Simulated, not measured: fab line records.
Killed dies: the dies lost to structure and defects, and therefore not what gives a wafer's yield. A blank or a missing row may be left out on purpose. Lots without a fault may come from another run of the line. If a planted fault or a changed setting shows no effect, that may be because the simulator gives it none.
A struck lot beside a sound one -- flow gf180mcu -- 15 out of 602 route steps
Sound: these wafers, L584.3, L584.4, L584.5. Struck: wafers L583.1, L583.3. (L583.2 of the same lot was not struck and is left out.) The cause comes at the end.
Per side, at each step with rows, come the tool, then ch with its chambers, and then its first start. Under that, the readings that differ: sound wafers -- struck wafers -- difference of the means -- sigmas: that difference in standard deviations of wafers without a fault.
alike: readings with means less than 2 such deviations apart, plus words and numbers identical on both sides. not compared: withheld readings, readings lacking a value on some wafer, bounds such as >300 that could conceal the same value, and numbers that have no deviation in the record and whose values overlap.
Wherever a step has rows on one side only, a row that says differs or no value, or a row with sigmas, the two part there. Numbers that don't overlap but have no deviation are shown without sigmas and don't part them. Lack of a reading on every wafer of one side parts them only where that side has two or more wafers.

GF_V5_OVL_MEAS_15:
  sound on overlay-02, day 33 03:28; struck on overlay-01, day 33 02:47
  alike: V5_OVL
GF_V5_ETCH_16: etches BARC in N2/H2.
  sound on rie_diel-03 ch 0,2, day 33 03:29; struck on rie_diel-01 ch 1,3, day 33 02:49
  alike: chamber_pressure_mTorr, drypump_motor_current_A, oes_product_au, throttle_valve_pct
GF_V5_ETCH_17: etches SiO2 in C4F8/O2/Ar, stops on TiN, target depth 855 nm.
  sound: rie_diel-03 ch 0,2; struck: rie_diel-01 ch 1,3
  alike: chamber_pressure_mTorr, oes_product_au
then, 3 steps without rows for these wafers: GF_V5_STRIP_18 (strips in O2/N2); GF_V5_STRIP_19 (strips in post etch residue remover, time 1200 s); GF_V5_CLEAN_20 (cleans in DIW).
GF_V5_SPUTTER_21: material Ti, target thk 15 nm, time 80.02 s.
  sound on pvd_sputter-02, day 33 04:11; struck on pvd_sputter-02, day 33 03:33
  alike: throttle_valve_pct
then, 1 step without rows for these wafers: GF_V5_SPUTTER_22 (material TiN, target thk 10 nm, time 40 s).
GF_V5_CVD_23: deposits W, target thk 350 nm, time 104.9 s.
  sound on cvd_w-01 ch 0,1, day 33 04:19; struck on cvd_w-02 ch 0, day 33 03:39
reading,sound,struck,difference,sigmas
heater_power_outer_w (W),505 608 613,433 431,-143,-2
heater_power_w (W),893 996 965,703 709,-245,-2
GF_V5_RS_MEAS_24: a four-point-probe measurement.
  sound on film_metro-04, day 33 04:26; struck on film_metro-03, day 33 03:46
reading,sound,struck,difference,sigmas
V5_W_RS (ohm/sq),0.331 0.332 0.328,0.317 0.320,-0.012,-3
GF_V5_THK_MEAS_25: measures by xrf.
  sound on film_metro-04, day 33 04:32; struck on film_metro-03, day 33 03:53
reading,sound,struck,difference,sigmas
V5_W_THK (nm),347 350 352,367 367,+17,+3
then, 1 step without rows for these wafers: GF_V5_CMP_26 (polishes, stops on SiO2, t overpolish 15 s, target thk 0 nm).
GF_TOP_METAL_SPUTTER_00: material Ti, target thk 37.5 nm, time 150 s.
  sound on pvd_sputter-04, day 33 08:09; struck on pvd_sputter-01, day 33 07:58
reading,sound,struck,difference,sigmas
model.Ti_of_TOP_METAL_SPUTTER_00.thk_nm (nm),37.19 37.05 37.12,55.99 55.52,+18.64,
  alike: throttle_valve_pct
GF_TOP_METAL_SPUTTER_01: material TiN, target thk 30 nm, time 25 s.
  sound on pvd_sputter-04, day 33 08:15; struck on pvd_sputter-01, day 33 08:04
  alike: throttle_valve_pct
after that, 1 step had no rows for these wafers: GF_PASSIVATION_PROBE_99.

WHERE THEY PART
Last at GF_V5_THK_MEAS_25 as far as this record goes, first at GF_V5_CVD_23. Later steps at which nothing parts them and some readings are alike: GF_TOP_METAL_SPUTTER_00, GF_TOP_METAL_SPUTTER_01.

WHY: whatever the simulator had introduced
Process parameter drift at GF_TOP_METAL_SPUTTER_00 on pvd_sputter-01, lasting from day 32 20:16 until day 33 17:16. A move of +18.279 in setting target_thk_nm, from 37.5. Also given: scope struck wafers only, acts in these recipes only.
